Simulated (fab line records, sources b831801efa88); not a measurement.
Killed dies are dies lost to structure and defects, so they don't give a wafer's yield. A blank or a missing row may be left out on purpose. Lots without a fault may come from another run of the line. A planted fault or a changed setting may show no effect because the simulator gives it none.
Which tool did it? | flow sfq_line | 6 lots, 18 wafers sampled, at 1 step of a route of 325

WHAT THE GAUGES READ, wafer by wafer
SFQ_L0_RS_MEAS_901: measures by four-point-probe.
lot  | measured    | on            | L0_MONX_KI_RS (ohm/sq)
L167 | day 1 17:35 | film_metro-02 | 43.2 43.9 43.3
L171 | day 2 13:34 | film_metro-01 | 43.2 43.6 43.8
L173 | day 2 23:36 | film_metro-04 | 43.7 44.1 43.2
L176 | day 3 14:36 | film_metro-04 | 43.3 43.4 43.6
L180 | day 4 10:34 | film_metro-04 | 43.9 43.3 43.2
L182 | day 4 20:34 | film_metro-02 | 43.6 42.9 43.4

WHICH TOOL RAN EACH LOT (tool, then ch and the chambers of the sampled wafers, then the start)
The record holds no process step before these readings.

THE ANSWER, worked out from the rows above alone
Rule: what is usual is taken from the lots themselves. Put in order of their means at a reading, lots are off if they are a third of the lots or fewer, leave a main group of 4 or more, and stand apart from it by a gap of 3 or more times the standard deviation of the main group's means; of several such gaps the widest counts. A main group whose means are all the same, to the digits that the tables above print for the reading, isn't used. A lot without any number at a reading at which 4 lots or more have one is off too. The other lots that the step has rows for count as sound.
No lot is off at any reading shown: from this, nothing can be told.

WHAT THE SIMULATOR HAD PUT IN
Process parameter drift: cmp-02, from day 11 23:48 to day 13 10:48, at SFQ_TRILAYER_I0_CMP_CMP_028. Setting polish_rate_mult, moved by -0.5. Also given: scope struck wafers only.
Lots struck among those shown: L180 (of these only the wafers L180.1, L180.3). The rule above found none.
